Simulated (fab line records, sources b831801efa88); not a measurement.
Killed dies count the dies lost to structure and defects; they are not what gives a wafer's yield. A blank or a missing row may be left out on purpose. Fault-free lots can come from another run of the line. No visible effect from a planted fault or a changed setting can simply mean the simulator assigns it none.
fab line records | flow sky130
record: lots: 14 wafers: 42 last_day: 50
route steps=708 shown VT_ADJUST_HVTR@139 RES_PROTECT@215 POLY_GATE@226 LDD_P@262 PAD_OPEN@708
lots untouched by any fault: they come from a run of this same line in which no faults occurred
start_h: the number of hours between the record's first day and the start of the first shown wafer of the lot | wait_h: time in hours since the lot's previous step | " unchanged from the row above | L1.1+2: several wafers, shown together as one row | - no value, or no start given | * or withheld: withheld | < > ~ a bound
route shown NAME@n: names a module that has steps shown in the file, with the first one's number in the route | usual: mean and standard deviation over wafers with no fault | same: alike in all rows | chamber/n: place in a boat | sites: each site's reading | _std_site: the standard deviation of these | _edge_site: mean of outer sites minus mean of inner sites | radius_mm: for every site, how far away it sits from the centre of the wafer | mask NAME#n: copy n | behind: the most recent tool/chamber to have shaped the wafer | hold: the reason the lot was held/the length of the hold in hours/how it ended | device: the transistor (n, p or np) that didn't switch | end of line: the route-end tests of the same wafers | where a step has no rows: the recipe by itself | killed: count of dies lost to structure and defects at first sort (not the wafer's yield) | map: dies across one wafer; x = killed, . = not, _ = none there
set.NAME: setting as actually run; set.NAME@STEP: the setting as run at that earlier step | model.NAME: the simulator's own value behind a step, which no gauge read
steps of the route over a sample of lots; a table a step, a row a wafer
services: a tool's chamber out of use, with start hour (start_h, from the record's first day; less than 0 if before it), hours out, and reason
== steps ==
step: SKY_VT_ADJUST_HVTR_OVL_MEAS_08
usual: VT_ADJUST_HVTR_OVL: 0.4/1.5
columns lot.wafer tool chamber start_h wait_h VT_ADJUST_HVTR_OVL[nm]
L611.1 overlay-01 - 202.46 0.1 2.4
L611.3 " - " " 0.2
L611.4 " - " " 0.3
L612.4 overlay-01 - 203.21 0.1 -2.3
L612.5 " - " " -0.6
L612.6 " - " " -1.6
L613.3 overlay-01 - 217.40 0.1 2.0
L613.5 " - " " -0.3
L613.6 " - " " 0.7
L614.1 overlay-02 - 220.70 0.1 3.0
L614.3 " - " " 0.8
L614.4 " - " " 2.6
L615.2 overlay-02 - 229.25 0.1 2.1
L615.3 " - " " -0.2
L615.4 " - " " 1.3
L616.3 overlay-01 - 240.47 0.1 1.5
L616.4 " - " " 3.6
L616.6 " - " " 2.7
L617.1 overlay-01 - 246.19 0.1 -0.5
L617.3 " - " " -1.5
L617.6 " - " " -2.4
L620.1 overlay-01 - 271.49 0.1 0.2
L620.2 " - " " -0.3
L620.4 " - " " -1.1
L626.2 overlay-02 - 313.67 0.1 1.0
L626.3 " - " " 0.3
L626.5 " - " " 0.6
L627.3 overlay-02 - 324.06 0.1 -1.3
L627.5 " - " " -0.3
L627.6 " - " " 0.0
L628.1 overlay-01 - 329.24 0.1 2.3
L628.3 " - " " 0.8
L628.6 " - " " 0.5
L632.2 overlay-01 - 361.05 0.1 -1.8
L632.5 " - " " -2.5
L632.6 " - " " -2.0
L634.2 overlay-01 - 376.20 0.1 0.6
L634.4 " - " " 2.1
L634.5 " - " " -1.3
L633.1 overlay-02 - 377.64 0.1 1.8
L633.3 " - " " 2.4
L633.4 " - " " 0.2
step: SKY_RES_PROTECT_TW_MEAS_08
usual: POLY_GATE_TW: 4064/37
columns lot.wafer tool chamber start_h wait_h POLY_GATE_TW
L611.1 film_metro-04 - 340.16 0.1 4123
L611.3 " - " " 4140
L611.4 " - " " 4111
L612.4 film_metro-03 - 340.35 0.1 4032
L612.5 " - " " 4051
L612.6 " - " " 4033
L613.3 film_metro-01 - 353.22 0.1 4046
L613.5 " - " " 4061
L613.6 " - " " 4059
L614.1 film_metro-03 - 359.14 0.1 4039
L614.3 " - " " 4040
L614.4 " - " " 4027
L615.2 film_metro-04 - 368.42 0.1 4106
L615.3 " - " " 4114
L615.4 " - " " 4103
L616.3 film_metro-03 - 384.64 0.1 4027
L616.4 " - " " 4045
L616.6 " - " " 4028
L617.1 film_metro-03 - 390.92 0.1 4030
L617.3 " - " " 4013
L617.6 " - " " 4041
L620.1 film_metro-03 - 420.44 0.1 4041
L620.2 " - " " 4050
L620.4 " - " " 4004
L626.2 film_metro-01 - 471.57 0.1 4085
L626.3 " - " " 4062
L626.5 " - " " 4039
L627.3 film_metro-03 - 481.63 0.1 4027
L627.5 " - " " 4018
L627.6 " - " " 4006
L628.1 film_metro-01 - 490.24 0.1 4058
L628.3 " - " " 4061
L628.6 " - " " 4015
L632.2 film_metro-04 - 524.22 0.1 4097
L632.5 " - " " 4084
L632.6 " - " " 4086
L634.2 film_metro-01 - 536.70 0.1 4052
L634.4 " - " " 4042
L634.5 " - " " 4064
L633.1 film_metro-01 - 540.32 0.1 4077
L633.3 " - " " 4047
L633.4 " - " " 4035
step: SKY_POLY_GATE_DEVELOP_12
recipe: develop_time_s: 60 resist: KrF-thick dev_temp_c: 21
columns lot.wafer tool chamber start_h wait_h
L611.1+3+4 litho_track-02 0 370 -
L612.4+5+6 litho_track-02 0 371 -
L613.3+5+6 litho_track-01 0 383 -
L614.1+3+4 litho_track-04 0 388 -
L615.2+3+4 litho_track-02 0 397 -
L616.3+4+6 litho_track-01 0 415 -
L617.1+3+6 litho_track-02 0 422 -
L620.1+2+4 litho_track-04 0 452 -
L626.2+3+5 litho_track-02 0 503 -
L627.3+5+6 litho_track-02 0 513 -
L628.1+3+6 litho_track-04 0 522 -
L632.2+5+6 litho_track-01 0 554 -
L634.2+4+5 litho_track-04 0 584 -
L633.1+3+4 litho_track-02 0 585 -
step: SKY_POLY_GATE_CD_MEAS_13
recipe: target_cd_nm: 150
usual: cd_nm: 149.7/1.5
columns lot.wafer tool chamber start_h wait_h cd_nm
L611.1 cd_sem-01 - 370.47 - 152.8
L611.3 " - " " 151.7
L611.4 " - " " 152.7
L612.4 cd_sem-02 - 371.58 - 149.0
L612.5 " - " " 147.8
L612.6 " - " " 148.8
L613.3 cd_sem-02 - 383.46 - 149.1
L613.5 " - " " 149.8
L613.6 " - " " 149.6
L614.1 cd_sem-02 - 388.66 - 149.8
L614.3 " - " " 148.6
L614.4 " - " " 149.6
L615.2 cd_sem-01 - 398.04 - 149.8
L615.3 " - " " 150.7
L615.4 " - " " 150.1
L616.3 cd_sem-02 - 415.86 - 149.2
L616.4 " - " " 149.7
L616.6 " - " " 149.0
L617.1 cd_sem-01 - 422.22 - 150.9
L617.3 " - " " 149.6
L617.6 " - " " 150.5
L620.1 cd_sem-02 - 452.41 - 148.5
L620.2 " - " " 147.5
L620.4 " - " " 148.1
L626.2 cd_sem-01 - 503.59 - 144.1
L626.3 " - " " 143.7
L626.5 " - " " 143.6
L627.3 cd_sem-02 - 513.56 - 143.4
L627.5 " - " " 142.5
L627.6 " - " " 141.8
L628.1 cd_sem-02 - 522.36 - 146.3
L628.3 " - " " 146.7
L628.6 " - " " 147.2
L632.2 cd_sem-02 - 554.64 - 150.8
L632.5 " - " " 149.3
L632.6 " - " " 149.8
L634.2 cd_sem-02 - 584.73 - 146.2
L634.4 " - " " 148.4
L634.5 " - " " 147.1
L633.1 cd_sem-01 - 585.27 - 148.7
L633.3 " - " " 149.8
L633.4 " - " " 148.9
step: SKY_LDD_P_CD_MEAS_07
recipe: target_cd_nm: 380
usual: cd_nm: 380.5/2.4
columns lot.wafer tool chamber start_h wait_h cd_nm
L611.1 cd_sem-01 - 433.62 0.1 381.5
L611.3 " - " " 381.4
L611.4 " - " " 379.5
L612.4 cd_sem-01 - 434.28 0.1 384.2
L612.5 " - " " 379.8
L612.6 " - " " 382.4
L613.3 cd_sem-01 - 445.88 0.1 378.8
L613.5 " - " " 378.4
L613.6 " - " " 378.5
L614.1 cd_sem-01 - 452.47 0.1 379.1
L614.3 " - " " 379.1
L614.4 " - " " 377.8
L615.2 cd_sem-02 - 462.41 0.1 384.1
L615.3 " - " " 385.4
L615.4 " - " " 385.0
L616.3 cd_sem-02 - 480.46 0.1 383.7
L616.4 " - " " 382.1
L616.6 " - " " 384.9
L617.1 cd_sem-01 - 486.17 0.1 379.2
L617.3 " - " " 382.2
L617.6 " - " " 381.6
L620.1 cd_sem-02 - 518.04 0.1 382.4
L620.2 " - " " 381.4
L620.4 " - " " 384.1
L626.2 cd_sem-02 - 564.61 0.1 378.5
L626.3 " - " " 382.0
L626.5 " - " " 379.9
L627.3 cd_sem-02 - 576.61 0.1 378.8
L627.5 " - " " 377.1
L627.6 " - " " 376.0
L628.1 cd_sem-01 - 583.52 0.1 381.3
L628.3 " - " " 382.3
L628.6 " - " " 380.6
L632.2 cd_sem-01 - 616.64 0.1 380.3
L632.5 " - " " 381.0
L632.6 " - " " 381.8
L633.1 cd_sem-02 - 646.92 0.1 380.4
L633.3 " - " " 382.9
L633.4 " - " " 378.5
L634.2 cd_sem-02 - 647.51 0.1 383.4
L634.4 " - " " 381.0
L634.5 " - " " 383.8
step: SKY_PAD_OPEN_PROBE_99
usual: killed_at_M0_to_M3: 44/7.5 killed_at_M4_up: 3.1/1.7 killed_at_contacts: 24/6.2 killed_at_front_end: 15/4.2 killed_at_other: 0.4/0.58 killed_dies: 85/10 killed_on_rim: 17/4 killed_open: 47/7.7 killed_short: 38/6.4
same: gross_dies: 492 killed_at_back_side: 0
columns lot.wafer tool chamber start_h wait_h killed_at_M0_to_M3 killed_at_M4_up killed_at_contacts killed_at_front_end killed_at_other killed_dies killed_on_rim killed_open killed_short
L617.1 prober-01 - 1108.23 0.1 29 5 30 18 0 82 14 46 36
L617.3 prober-01 - 1108.33 0.2 30 3 20 13 0 66 11 38 28
L617.6 prober-01 - 1108.48 0.2 26 4 22 23 3 78 12 43 32
L626.2 prober-02 - 1166.23 0.1 54 5 30 15 1 105 23 57 46
L626.3 prober-02 - 1166.28 0.2 37 2 19 17 0 75 13 35 40
L626.5 prober-02 - 1166.38 0.2 57 3 45 14 0 119 31 66 52
L627.3 prober-01 - 1167.69 0.2 52 1 25 12 0 90 15 46 44
L627.5 prober-01 - 1167.79 0.2 35 4 25 7 0 71 19 40 30
L627.6 prober-01 - 1167.84 0.2 52 4 20 1 0 77 18 42 35
L628.1 prober-02 - 1171.70 0.1 40 2 26 13 0 81 13 43 38
L628.3 prober-02 - 1171.80 0.2 50 2 27 17 0 96 19 47 49
L628.6 prober-02 - 1171.95 0.2 42 2 22 16 1 83 22 39 44
L632.2 prober-02 - 1187.38 0.1 48 3 21 9 0 81 19 41 40
L632.5 prober-02 - 1187.53 0.2 42 3 20 13 1 79 11 46 33
L632.6 prober-02 - 1187.58 0.2 55 4 20 17 1 97 15 49 48
L633.1 prober-01 - 1205.53 0.1 45 3 18 13 0 79 22 37 41
L633.3 prober-01 - 1205.63 0.2 43 4 19 22 0 88 21 46 40
L633.4 prober-01 - 1205.68 0.2 50 4 29 14 0 97 21 54 43
L634.2 prober-01 - 1208.04 0.1 36 1 19 14 0 70 19 45 25
L634.4 prober-01 - 1208.14 0.2 47 2 19 12 2 82 24 44 38
L634.5 prober-01 - 1208.19 0.2 57 4 25 12 0 98 26 57 41
killed by level:class
L617.1 VIA1:geometric_particle:open=13 CONTACT:geometric_particle:open=8 LOCAL_INTERCONNECT:geometric_particle:short=7 FIELD_ISO:geometric_particle:short=6 FIELD_ISO:geometric_particle:open=6 CONTACT:geometric_particle:short=5 METAL4:geometric_particle:short=5 LOCAL_INTERCONNECT:geometric_particle:open=4
L617.3 VIA1:geometric_particle:open=11 CONTACT:geometric_particle:short=7 FIELD_ISO:geometric_particle:open=5 CONTACT:geometric_particle:open=5 METAL1:geometric_particle:short=5 LI_CONTACT:geometric_particle:open=4 VIA3:geometric_particle:open=4 POLY_GATE:geometric_particle:open=3
L617.6 CONTACT:geometric_particle:open=10 VIA2:geometric_particle:open=7 POLY_GATE:geometric_particle:short=6 LI_CONTACT:geometric_particle:open=6 FIELD_ISO:geometric_particle:short=5 POLY_GATE:geometric_particle:open=4 VIA1:geometric_particle:open=4 METAL4:geometric_particle:short=3
L626.2 CONTACT:geometric_particle:open=15 VIA1:geometric_particle:open=11 METAL2:geometric_particle:short=10 VIA3:geometric_particle:open=10 LI_CONTACT:geometric_particle:open=7 METAL1:geometric_particle:short=7 FIELD_ISO:geometric_particle:short=4 POLY_GATE:geometric_particle:open=4
L626.3 METAL2:geometric_particle:short=8 CONTACT:geometric_particle:open=7 VIA1:geometric_particle:open=6 LI_CONTACT:geometric_particle:open=5 VIA3:geometric_particle:open=5 FIELD_ISO:geometric_particle:short=4 POLY_GATE:geometric_particle:short=4 CONTACT:geometric_particle:short=4
L626.5 VIA1:geometric_particle:open=17 LI_CONTACT:geometric_particle:open=16 CONTACT:geometric_particle:short=9 LOCAL_INTERCONNECT:geometric_particle:short=9 VIA3:geometric_particle:short=8 VIA2:geometric_particle:open=7 CONTACT:geometric_particle:open=6 VIA3:geometric_particle:open=6
L627.3 VIA1:geometric_particle:open=10 METAL2:geometric_particle:short=10 CONTACT:geometric_particle:open=9 METAL3:geometric_particle:short=7 LI_CONTACT:geometric_particle:open=5 VIA2:geometric_particle:open=5 FIELD_ISO:geometric_particle:open=4 FIELD_ISO:geometric_particle:short=4
L627.5 CONTACT:geometric_particle:open=8 METAL2:geometric_particle:short=7 CONTACT:geometric_particle:short=6 LOCAL_INTERCONNECT:geometric_particle:open=5 VIA1:geometric_particle:open=5 LI_CONTACT:geometric_particle:open=4 METAL1:geometric_particle:short=4 METAL3:geometric_particle:short=4
L627.6 VIA1:geometric_particle:open=11 VIA2:geometric_particle:open=11 CONTACT:geometric_particle:open=7 METAL1:geometric_particle:short=6 METAL2:geometric_particle:short=6 LI_CONTACT:geometric_particle:open=4 VIA1:geometric_particle:short=4 LI_CONTACT:geometric_particle:short=3
L628.1 VIA1:geometric_particle:open=12 CONTACT:geometric_particle:open=11 CONTACT:geometric_particle:short=6 VIA3:geometric_particle:open=6 LI_CONTACT:geometric_particle:open=5 METAL1:geometric_particle:short=5 METAL2:geometric_particle:short=5 SPACER:geometric_particle:short=4
L628.3 METAL1:geometric_particle:short=12 CONTACT:geometric_particle:short=8 VIA1:geometric_particle:open=8 VIA2:geometric_particle:open=8 LI_CONTACT:geometric_particle:open=7 CONTACT:geometric_particle:open=7 VIA1:geometric_particle:short=6 FIELD_ISO:geometric_particle:open=4
L628.6 VIA1:geometric_particle:open=8 METAL1:geometric_particle:short=7 METAL2:geometric_particle:short=7 VIA3:geometric_particle:open=7 CONTACT:geometric_particle:open=6 LI_CONTACT:geometric_particle:open=5 CONTACT:geometric_particle:short=5 POLY_GATE:geometric_particle:open=4
L632.2 CONTACT:geometric_particle:open=8 VIA3:geometric_particle:open=8 VIA1:geometric_particle:open=7 METAL1:geometric_particle:short=7 METAL2:geometric_particle:short=7 VIA2:geometric_particle:open=5 LI_CONTACT:geometric_particle:open=4 LOCAL_INTERCONNECT:geometric_particle:short=4
L632.5 VIA3:geometric_particle:open=9 CONTACT:geometric_particle:open=8 VIA1:geometric_particle:open=8 LI_CONTACT:geometric_particle:open=6 METAL1:geometric_particle:short=6 POLY_GATE:geometric_particle:short=4 METAL2:geometric_particle:short=4 FIELD_ISO:geometric_particle:open=3
L632.6 VIA1:geometric_particle:open=8 VIA1:geometric_particle:short=8 METAL1:geometric_particle:short=7 VIA2:geometric_particle:open=7 VIA3:geometric_particle:open=7 CONTACT:geometric_particle:open=6 FIELD_ISO:geometric_particle:open=5 POLY_GATE:geometric_particle:short=5
L633.1 VIA1:geometric_particle:open=14 VIA1:geometric_particle:short=9 CONTACT:geometric_particle:open=7 METAL2:geometric_particle:short=5 FIELD_ISO:geometric_particle:short=4 CONTACT:geometric_particle:short=4 METAL1:geometric_particle:short=4 VIA3:geometric_particle:open=4
L633.3 CONTACT:geometric_particle:open=9 VIA1:geometric_particle:open=9 METAL2:geometric_particle:short=7 FIELD_ISO:geometric_particle:short=6 METAL1:geometric_particle:short=6 POLY_GATE:geometric_particle:open=5 VIA3:geometric_particle:open=5 VIA1:geometric_particle:short=5
L633.4 VIA1:geometric_particle:open=21 CONTACT:geometric_particle:open=12 CONTACT:geometric_particle:short=6 METAL2:geometric_particle:short=6 FIELD_ISO:geometric_particle:short=4 FIELD_ISO:geometric_particle:open=4 POLY_GATE:geometric_particle:short=4 LI_CONTACT:geometric_particle:open=4
L634.2 CONTACT:geometric_particle:open=8 VIA1:geometric_particle:open=8 VIA3:geometric_particle:open=7 VIA2:geometric_particle:open=7 FIELD_ISO:geometric_particle:open=5 POLY_GATE:geometric_particle:open=4 CONTACT:geometric_particle:short=4 VIA1:geometric_particle:short=4
L634.4 VIA2:geometric_particle:open=10 CONTACT:geometric_particle:open=8 VIA1:geometric_particle:open=8 LI_CONTACT:geometric_particle:open=6 METAL2:geometric_particle:short=6 VIA1:geometric_particle:short=5 VIA3:geometric_particle:open=5 METAL1:geometric_particle:short=4
L634.5 VIA1:geometric_particle:open=19 METAL1:geometric_particle:short=8 LI_CONTACT:geometric_particle:open=7 CONTACT:geometric_particle:open=7 VIA3:geometric_particle:open=7 CONTACT:geometric_particle:short=6 VIA2:geometric_particle:open=6 POLY_GATE:geometric_particle:short=5
== services ==
columns tool chamber start_h hours kind
litho_track-02 - 441.56 - consumable_replace:filter
litho_track-01 - 470.32 - consumable_replace:filter
== key ==
first_sign: step: SKY_POLY_GATE_CD_MEAS_13 reading: cd_nm direction: down sigmas: 4.3 usual: 149.7 struck: 143.2
effect none on later readings
met_at SKY_POLY_GATE_DEVELOP_12
struck_lots L626,L627
tester_left_out L626,L627
not_acting_at SKY_VT_ADJUST_HVTR_OVL_MEAS_08,SKY_RES_PROTECT_TW_MEAS_08,SKY_LDD_P_CD_MEAS_07
onset_between 422 503
fault: kind: process_parameter_drift tool: litho_track-02 chamber: - onset_h: 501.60 steps: SKY_POLY_GATE_DEVELOP_12 channel: develop_time_s offset: * shape: step end_h: 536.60 acts_in: * stated: *
tester_left_out: of these lots the tester's yield and bins aren't shown, on N5 and GAA mostly nor the transistor test; their killed dies are dies lost to structure and defects alone, not to doping, threshold or leakage, so they don't give the yield
